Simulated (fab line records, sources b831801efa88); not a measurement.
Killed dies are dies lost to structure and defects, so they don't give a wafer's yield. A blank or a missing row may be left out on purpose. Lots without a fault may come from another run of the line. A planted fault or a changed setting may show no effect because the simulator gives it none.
fab line records | flow gf180mcu
record lots=10 wafers=30 last_day=34
route steps=602 shown HV_LDD@198 NSD@246 PSD@258 CONTACT@292 V1@340
lots that met no fault: from a run of the same line without faults
start_h: hours from the record's first day to the start of the lot's first wafer shown | wait_h: hours since the lot's step before | " the same as in the row above | L1.1+2: a row that stands for several wafers | - no value, or no start given | * or withheld: withheld | < > ~ a bound
route shown NAME@n: a module of which the file shows steps, and the number in the route of the first | usual: mean/standard deviation of fault-free wafers | same: alike in all rows | chamber/n: place in a boat | sites: the reading at each site | _std_site: their standard deviation | _edge_site: outer sites' mean less inner sites' | radius_mm: how far each site lies from the wafer's centre | mask NAME#n: copy n | behind: the tool/chamber that last shaped the wafer | hold: why the lot was held/for how many hours/how that ended | device: the transistor (n, p or np) that didn't switch | end of line: the same wafers' tests at the end of the route | a step without rows: its recipe alone | killed: dies lost to structure and defects at the first sort, not the wafer's yield | map: a wafer's dies, x killed, . not, _ none there
set.NAME: the setting as run; set.NAME@STEP: as run at that earlier step | model.NAME: the simulator's own value behind a step, which no gauge read
steps of the route over a sample of lots; a table a step, a row a wafer
services: from which hour (start_h, from the record's first day; less than 0 if before it) a tool's chamber was out of use, for how many hours, and why
## steps
# step GF_HV_LDD_STRIP_22
# recipe chemistry=O2/N2 power_w=1400 pressure_mtorr=1500 platen_temp_c=250 o2_flow_sccm=3000 n2_flow_sccm=300 overash_fraction=0.5
# usual drypump_motor_current_A=5.6/0.47 heater_power_w=310/35 oes_product_au=0.715/0.0049 strip_time_to_endpoint_s=12.61/0.039
# columns lot.wafer tool chamber start_h wait_h drypump_motor_current_A heater_power_w oes_product_au rf_hours_counter_h strip_time_to_endpoint_s
L260.1 plasma_asher-01 1 239.06 0.1 6.1 269 0.708 58 12.62
L260.2 " 0 " " 6.0 281 0.721 58 12.64
L260.6 " 1 " " 6.2 265 0.713 - 12.65
L262.3 plasma_asher-03 0 250.91 0.1 4.9 332 0.707 - 12.64
L262.4 " 1 " " 5.4 326 0.710 - 12.59
L262.6 " 1 " " 5.4 323 0.715 - 12.54
L264.1 plasma_asher-01 0 264.42 0.1 6.1 290 0.725 61 12.55
L264.2 " 1 " " 6.2 272 0.703 61 12.59
L264.5 " 1 " " 6.1 264 0.715 - 12.57
L265.1 plasma_asher-01 0 275.07 0.1 6.1 282 0.719 62 12.59
L265.2 " 1 " " 6.1 271 0.708 62 12.59
L265.5 " 1 " " 6.2 273 0.718 - 12.62
L267.1 plasma_asher-03 1 294.76 0.1 5.4 322 0.708 63 12.64
L267.4 " 0 " " 4.9 338 0.714 - 12.58
L267.6 " 0 " " 4.9 346 0.719 - 12.59
L275.2 plasma_asher-01 0 352.77 0.1 6.1 278 0.712 70 12.61
L275.4 " 0 " " 6.0 288 0.718 - 12.64
L275.5 " 0 " " 6.0 278 0.714 - 12.65
L277.1 plasma_asher-03 0 363.36 0.1 4.9 340 0.715 70 12.67
L277.2 " 1 " " 5.4 315 0.722 70 12.68
L277.3 " 0 " " 4.9 345 0.715 - 12.63
L278.2 plasma_asher-01 0 372.07 0.1 6.1 277 0.721 72 12.61
L278.5 " 1 " " 6.2 267 0.710 - 12.60
L278.6 " 0 " " 6.0 281 0.714 - 12.64
L279.1 plasma_asher-04 1 381.17 0.1 5.8 294 0.713 60 12.69
L279.2 " 0 " " 5.2 373 0.715 60 12.64
L279.5 " 0 " " 5.2 376 0.711 - 12.69
L283.2 plasma_asher-03 1 408.52 0.1 5.4 322 0.721 75 12.57
L283.3 " 0 " " 4.9 340 0.719 - 12.62
L283.6 " 1 " " 5.4 321 0.709 - 12.59
# step GF_HV_LDD_CVD_56
# recipe material=Si3N4 precursor=DCS/NH3 target_thk_nm=90 temp_c=770 time_s=1543 pressure_mtorr=250
# usual susceptor_temp_C=770.0/0.34 zone_power_upper_pct=13.1/0.34
# columns lot.wafer tool chamber start_h wait_h susceptor_temp_C zone_power_upper_pct
L260.1 lpcvd-02 0 278.45 0.1 770.4 13.3
L260.2 " 0 " " 769.4 13.1
L260.6 " 0 " " 769.8 13.3
L262.3 lpcvd-01 1 291.30 0.0 769.7 13.2
L262.4 " 1 " " 770.1 13.5
L262.6 " 1 " " 770.3 13.2
L264.1 lpcvd-01 0 305.81 0.1 770.2 12.8
L264.2 " 0 " " 770.4 13.1
L264.5 " 0 " " 770.6 13.0
L265.1 lpcvd-01 1 316.95 0.1 - 13.2
L265.2 " 1 " " - 13.1
L265.5 " 1 " " - 13.1
L267.1 lpcvd-01 1 338.13 0.1 - 13.2
L267.4 " 1 " " - 13.3
L267.6 " 1 " " - 13.1
L275.2 lpcvd-01 1 401.00 0.0 769.8 13.4
L275.4 " 1 " " 770.0 13.1
L275.5 " 1 " " 769.7 13.2
L277.1 lpcvd-01 1 411.14 0.1 770.3 13.1
L277.2 " 1 " " 769.7 13.1
L277.3 " 1 " " 769.8 13.2
L278.2 lpcvd-02 0 421.01 0.0 770.2 13.0
L278.5 " 0 " " 770.2 13.0
L278.6 " 0 " " 769.9 12.9
L279.1 lpcvd-01 0 430.65 0.1 770.5 12.7
L279.2 " 0 " " 770.3 12.6
L279.5 " 0 " " 770.4 12.6
L283.2 lpcvd-01 1 458.23 0.0 770.1 13.1
L283.3 " 1 " " 769.7 13.2
L283.6 " 1 " " 769.8 13.1
# step GF_HV_LDD_THK_MEAS_57
# recipe reads=Si3N4_of_HV_LDD_CVD_56
# usual HV_LDD_CVD_56_THK=89.7/1
# columns lot.wafer tool chamber start_h wait_h HV_LDD_CVD_56_THK[nm]
L260.1 film_metro-04 - 279.88 0.0 90.0
L260.2 " - " " 89.2
L260.6 " - " " 89.3
L262.3 film_metro-03 - 292.75 0.0 87.2
L262.4 " - " " 87.9
L262.6 " - " " 88.4
L264.1 film_metro-03 - 307.96 0.0 88.4
L264.2 " - " " 88.7
L264.5 " - " " 89.0
L265.1 film_metro-02 - 318.38 0.3 26.8
L265.2 " - " " 27.0
L265.5 " - " " 26.4
L267.1 film_metro-04 - 339.56 0.3 27.3
L267.4 " - " " 27.6
L267.6 " - " " 26.9
L275.2 film_metro-02 - 402.44 0.0 89.0
L275.4 " - " " 88.9
L275.5 " - " " 89.2
L277.1 film_metro-02 - 412.57 0.0 89.6
L277.2 " - " " 90.4
L277.3 " - " " 90.7
L278.2 film_metro-04 - 423.16 0.0 91.0
L278.5 " - " " 91.1
L278.6 " - " " 90.6
L279.1 film_metro-04 - 432.07 0.0 89.5
L279.2 " - " " 90.3
L279.5 " - " " 90.2
L283.2 film_metro-02 - 459.67 0.0 89.6
L283.3 " - " " 89.8
L283.6 " - " " 89.9
# step GF_HV_LDD_ETCHBACK_58
# recipe chemistry=CH3F/O2 target=Si3N4 stop_on=SiO2 source_w=400 bias_w=80 pressure_mtorr=25 ch3f_flow_sccm=40 O2_flow_sccm=30 time_s=100 target_depth_a=900
# usual drypump_motor_current_A=5.6/0.43 oes_product_au=0.841/0.0068 throttle_valve_pct=10.560/0.0087
# columns lot.wafer tool chamber start_h wait_h drypump_motor_current_A oes_product_au rf_hours_counter_h throttle_valve_pct
L260.1 rie_diel-04 3 279.94 0.1 5.2 0.838 45 10.565
L260.2 " 2 " " 5.6 0.840 19 10.555
L260.6 " 0 " " 5.3 0.839 - 10.566
L262.3 rie_diel-02 2 292.79 0.0 5.3 0.838 6 10.569
L262.4 " 1 " " 6.1 0.828 27 10.562
L262.6 " 1 " " 6.1 0.832 - 10.548
L264.1 rie_diel-02 1 308.02 0.1 6.2 0.837 27 10.572
L264.2 " 2 " " 5.3 0.839 7 10.570
L264.5 " 2 " " 5.3 0.843 - 10.552
L265.1 rie_diel-03 0 318.44 0.1 5.7 0.514 116 10.523
L265.2 " 1 " " 5.9 0.518 77 10.531
L265.5 " 0 " " 5.7 0.505 - 10.522
L267.1 rie_diel-02 2 339.62 0.1 5.3 0.517 8 10.514
L267.4 " 0 " " 6.0 0.523 14 10.500
L267.6 " 0 " " 5.9 0.523 - 10.511
L275.2 rie_diel-04 0 402.49 0.0 5.3 0.838 14 10.570
L275.4 " 3 " " 5.2 0.842 49 10.549
L275.5 " 2 " " 5.6 0.839 - 10.549
L277.1 rie_diel-04 1 412.63 0.1 5.7 0.849 3 10.566
L277.2 " 3 " " 5.2 0.853 49 10.553
L277.3 " 2 " " 5.6 0.844 23 10.545
L278.2 rie_diel-02 1 423.21 0.0 6.2 0.852 30 10.550
L278.5 " 3 " " 4.8 0.849 - 10.568
L278.6 " 2 " " 5.3 0.852 - 10.570
L279.1 rie_diel-04 3 432.13 0.1 5.2 0.830 49 10.556
L279.2 " 1 " " 5.7 0.846 4 10.557
L279.5 " 1 " " 5.7 0.848 - 10.572
L283.2 rie_diel-04 2 459.72 0.0 5.6 0.844 24 10.568
L283.3 " 0 " " 5.3 0.840 15 10.558
L283.6 " 1 " " 5.7 0.834 - 10.557
# step GF_NSD_STRIP_11
# recipe chemistry=O2/N2 power_w=1400 pressure_mtorr=1500 platen_temp_c=250 o2_flow_sccm=3000 n2_flow_sccm=300 overash_fraction=0.5
# usual drypump_motor_current_A=5.6/0.39 heater_power_w=339/25 oes_product_au=0.487/0.0048 strip_time_to_endpoint_s=22.95/0.037
# columns lot.wafer tool chamber start_h wait_h drypump_motor_current_A heater_power_w oes_product_au rf_hours_counter_h strip_time_to_endpoint_s
L260.1 plasma_asher-02 0 299.86 0.1 6.1 345 0.484 19 22.92
L260.2 " 1 " " 5.6 336 0.491 19 22.90
L260.6 " 1 " " 5.6 348 0.491 - 22.87
L262.3 plasma_asher-04 0 313.65 0.1 5.2 373 0.489 - 22.98
L262.4 " 1 " " 5.8 289 0.488 - 22.94
L262.6 " 0 " " 5.2 369 0.487 - 22.92
L264.1 plasma_asher-04 1 329.31 0.1 5.8 293 0.480 55 22.91
L264.2 " 0 " " 5.2 374 0.487 55 22.90
L264.5 " 0 " " 5.2 370 0.480 - 22.91
L265.1 plasma_asher-04 1 339.47 0.1 5.8 283 0.493 56 22.88
L265.2 " 0 " " 5.2 376 0.487 56 22.91
L265.5 " 0 " " 5.2 374 0.485 - 22.93
L267.1 plasma_asher-04 0 361.36 0.1 5.2 378 0.489 58 22.97
L267.4 " 1 " " 5.8 287 0.495 - 23.00
L267.6 " 1 " " 5.8 292 0.482 - 23.01
L275.2 plasma_asher-04 0 425.75 0.1 5.2 371 0.479 65 22.90
L275.4 " 0 " " 5.2 371 0.486 - 22.92
L275.5 " 0 " " 5.2 370 0.496 - 22.93
L277.1 plasma_asher-02 0 437.26 0.1 6.1 357 0.485 33 22.88
L277.2 " 1 " " 5.6 346 0.484 33 22.89
L277.3 " 1 " " 5.6 356 0.481 - 22.85
L278.2 plasma_asher-03 0 447.87 0.1 4.9 337 0.487 79 22.93
L278.5 " 0 " " 4.9 342 0.490 - 22.96
L278.6 " 1 " " 5.4 329 0.494 - 22.96
L279.1 plasma_asher-04 0 456.56 0.1 5.2 372 0.488 68 22.90
L279.2 " 1 " " 5.8 291 0.482 68 22.96
L279.5 " 1 " " 5.8 288 0.485 - 22.96
L283.2 plasma_asher-03 1 484.01 0.1 5.4 329 0.483 83 22.94
L283.3 " 0 " " 4.9 347 0.493 - 22.98
L283.6 " 1 " " 5.4 319 0.493 - 22.97
# step GF_PSD_STRIP_10
# recipe chemistry=O2/N2 power_w=1400 pressure_mtorr=1500 platen_temp_c=250 o2_flow_sccm=3000 n2_flow_sccm=300 overash_fraction=0.5
# usual drypump_motor_current_A=5.7/0.46 heater_power_w=318/30 oes_product_au=0.591/0.0043 strip_time_to_endpoint_s=16.52/0.038
# columns lot.wafer tool chamber start_h wait_h drypump_motor_current_A heater_power_w oes_product_au rf_hours_counter_h strip_time_to_endpoint_s
L260.1 plasma_asher-01 1 320.67 0.1 6.2 276 0.591 66 16.47
L260.2 " 0 " " 6.0 275 0.600 66 16.47
L260.6 " 1 " " 6.2 274 0.588 - 16.47
L262.3 plasma_asher-01 1 334.55 0.1 6.1 276 0.586 - 16.49
L262.4 " 0 " " 6.0 285 0.594 - 16.49
L262.6 " 0 " " 6.0 275 0.590 - 16.51
L264.1 plasma_asher-03 1 349.81 0.1 5.4 317 0.590 69 16.49
L264.2 " 0 " " 4.9 342 0.596 69 16.53
L264.5 " 1 " " 5.4 329 0.596 - 16.57
L265.1 plasma_asher-03 0 360.31 0.1 4.9 341 0.587 70 16.55
L265.2 " 1 " " 5.4 322 0.593 70 16.51
L265.5 " 0 " " 4.9 340 0.594 - 16.57
L267.1 plasma_asher-02 0 383.96 0.1 6.1 350 0.593 27 16.50
L267.4 " 1 " " 5.6 341 0.593 - 16.52
L267.6 " 0 " " 6.1 355 0.589 - 16.51
L275.2 plasma_asher-02 1 450.56 0.1 5.6 338 0.596 34 16.45
L275.4 " 1 " " 5.6 345 0.589 - 16.51
L275.5 " 0 " " 6.1 334 0.589 - 16.49
L277.1 plasma_asher-02 0 462.46 0.1 6.1 353 0.593 35 16.57
L277.2 " 1 " " 5.6 351 0.587 35 16.60
L277.3 " 0 " " 6.1 345 0.592 - 16.59
L278.2 plasma_asher-02 1 472.51 0.1 5.6 349 0.591 36 16.50
L278.5 " 0 " " 6.1 339 0.600 - 16.54
L278.6 " 1 " " 5.6 333 0.591 - 16.50
L279.1 plasma_asher-01 1 480.66 0.1 6.2 290 0.583 5 16.51
L279.2 " 0 " " 6.0 299 0.592 5 16.52
L279.5 " 0 " " 6.1 296 0.596 - 16.55
L283.2 plasma_asher-01 0 508.76 0.1 6.1 292 0.589 8 16.48
L283.3 " 1 " " 6.2 283 0.587 - 16.49
L283.6 " 1 " " 6.2 288 0.591 - 16.49
# step GF_CONTACT_BOW_MEAS_05
# recipe mode=bow
# usual CONTACT_BOW=65/6.9
# columns lot.wafer tool chamber start_h wait_h CONTACT_BOW[um]
L260.1 film_metro-02 - 344.35 0.1 62
L260.2 " - " " 62
L260.6 " - " " 65
L262.3 film_metro-03 - 357.39 0.3 56
L262.4 " - " " 74
L262.6 " - " " 54
L264.1 film_metro-04 - 374.57 0.1 64
L264.2 " - " " 76
L264.5 " - " " 67
L265.1 film_metro-04 - 384.45 0.2 51
L265.2 " - " " 40
L265.5 " - " " 42
L267.1 film_metro-03 - 409.61 0.2 40
L267.4 " - " " 34
L267.6 " - " " 46
L275.2 film_metro-04 - 476.81 0.1 66
L275.4 " - " " 51
L275.5 " - " " 63
L277.1 film_metro-02 - 488.12 0.2 52
L277.2 " - " " 59
L277.3 " - " " 61
L278.2 film_metro-02 - 498.91 0.2 68
L278.5 " - " " 66
L278.6 " - " " 67
L279.1 film_metro-03 - 506.67 0.1 60
L279.2 " - " " 54
L279.5 " - " " 67
L283.2 film_metro-04 - 533.28 0.3 73
L283.3 " - " " 62
L283.6 " - " " 75
# step GF_V1_BOW_MEAS_05
# recipe mode=bow
# usual V1_BOW=83/7.1
# columns lot.wafer tool chamber start_h wait_h V1_BOW[um]
L260.1 film_metro-02 - 391.36 0.1 82
L260.2 " - " " 81
L260.6 " - " " 82
L262.3 film_metro-02 - 405.82 0.3 81
L262.4 " - " " 96
L262.6 " - " " 76
L264.1 film_metro-02 - 423.42 0.1 81
L264.2 " - " " 92
L264.5 " - " " 83
L265.1 film_metro-01 - 434.19 0.2 68
L265.2 " - " " 56
L265.5 " - " " 61
L267.1 film_metro-01 - 461.12 0.1 61
L267.4 " - " " 54
L267.6 " - " " 70
L275.2 film_metro-04 - 532.08 0.2 82
L275.4 " - " " 66
L275.5 " - " " 79
L277.1 film_metro-04 - 536.40 0.1 68
L277.2 " - " " 76
L277.3 " - " " 78
L278.2 film_metro-02 - 555.05 0.2 80
L278.5 " - " " 77
L278.6 " - " " 78
L279.1 film_metro-04 - 557.31 0.2 79
L279.2 " - " " 73
L279.5 " - " " 85
L283.2 film_metro-04 - 580.99 0.2 95
L283.3 " - " " 87
L283.6 " - " " 98
## services
# columns tool chamber start_h hours kind
plasma_asher-01 - 222.06 4.3 pm
lpcvd-01 - 224.13 14.6 pm
rie_diel-04 3 228.52 10.0 repair
plasma_asher-04 - 257.52 4.1 repair
rie_diel-03 1 292.81 7.3 repair
plasma_asher-03 - 301.29 2.8 pm
rie_diel-02 0 301.53 8.2 repair
rie_diel-03 - 302.91 0.6 repair
rie_diel-02 0 314.17 1.9 repair
rie_diel-04 0 315.44 5.9 repair
plasma_asher-04 - 326.92 2.3 repair
plasma_asher-01 - 333.18 0.9 repair
plasma_asher-04 - 349.12 4.3 pm
rie_diel-03 0 355.50 60.1 repair
rie_diel-03 - 358.08 2.8 pm
lpcvd-01 - 388.62 6.1 pm
rie_diel-04 0 409.52 3.4 repair
plasma_asher-01 - 421.25 9.0 pm
rie_diel-02 - 423.95 0.9 repair
lpcvd-02 - 455.58 6.0 pm
rie_diel-04 0 471.38 7.7 repair
rie_diel-02 0 484.58 6.1 repair
plasma_asher-03 - 501.69 7.6 repair
plasma_asher-04 - 506.53 8.5 repair
## key
first_sign step=GF_HV_LDD_THK_MEAS_57 reading=HV_LDD_CVD_56_THK direction=down sigmas=63 usual=89.7 struck=27.0
effect step=GF_HV_LDD_ETCHBACK_58 reading=oes_product_au direction=down sigmas=48 usual=0.841 struck=0.517
effect step=GF_CONTACT_BOW_MEAS_05 reading=CONTACT_BOW direction=down sigmas=3.4 usual=65 struck=42
effect step=GF_V1_BOW_MEAS_05 reading=V1_BOW direction=down sigmas=3 usual=83 struck=62
met_at GF_HV_LDD_CVD_56
struck_lots L265,L267
struck_wafers L265.1,L265.2,L265.5,L267.1,L267.4,L267.6
tester_left_out L265,L267
not_acting_at GF_HV_LDD_STRIP_22,GF_NSD_STRIP_11,GF_PSD_STRIP_10
onset_between 291.30 316.95
fault kind=process_parameter_drift tool=lpcvd-01 chamber=1 onset_h=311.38 steps=GF_HV_LDD_CVD_56 channel=time_s offset=* shape=step end_h=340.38 acts_in=* stated=*
# tester_left_out: of these lots the tester's yield and bins aren't shown, on N5 and GAA mostly nor the transistor test; their killed dies are dies lost to structure and defects alone, not to doping, threshold or leakage, so they don't give the yield
